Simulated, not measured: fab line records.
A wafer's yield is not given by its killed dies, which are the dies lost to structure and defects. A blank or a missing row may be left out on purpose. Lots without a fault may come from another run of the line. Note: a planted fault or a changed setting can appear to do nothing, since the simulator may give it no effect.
Matching of chambers | flow gf180mcu | GF_V1_CMP_04 on cmp-01 has 4 sister chambers
The step polishes SiO2. 4 wafers are shown with their chamber, then 10 later ones without.

== WAFERS PAIRED WITH THEIR CHAMBERS ==
wafer  | chamber | motor current A (A)
L291.4 | 2       | 10.9
L293.1 | 3       | 11.0
L293.4 | 0       | 11.9
L294.5 | 1       | 13.3

== WAFERS WITH NO CHAMBER GIVEN ==
wafer  | motor current A (A)
L294.6 | 10.4
L295.1 | 13.7
L295.5 | 10.7
L295.6 | 13.7
L297.1 | 13.5
L297.5 | 13.1
L297.6 | 10.4
L299.1 | 10.0
L299.3 | 14.3
L299.6 | 13.3

== EACH ONE'S CHAMBER ==
wafer  | from the rows above          | in truth
L294.6 | can't be placed: 2 or 3 or 0 | 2
L295.1 | 1                            | 1
L295.5 | can't be placed: 2 or 3 or 0 | 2
L295.6 | 1                            | 1
L297.1 | 1                            | 1
L297.5 | can't be placed: 1 or 0      | 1
L297.6 | can't be placed: 2 or 3 or 0 | 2
L299.1 | can't be placed: 2 or 3 or 0 | 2
L299.3 | 1                            | 1
L299.6 | 1                            | 1
5 of 10 placed correctly. Unplaceable from these rows: 5, with the true chamber sitting among the candidates in 5. Wrongly placed: 0.
How it was worked out, from the rows above alone: a wafer's distance from a chamber is the root of the sum, over the readings, of the square of ((its reading less the chamber's mean) divided by the reading's scatter). If the next closest chamber is less than 2 further off than the closest, the wafer can't be placed; otherwise it belongs to the closest. Each chamber's mean is taken over the wafers shown for it. The scatter (one wafer shown for each chamber): square how far every hidden wafer sits from the nearest shown wafer, average those squares and take the square root.
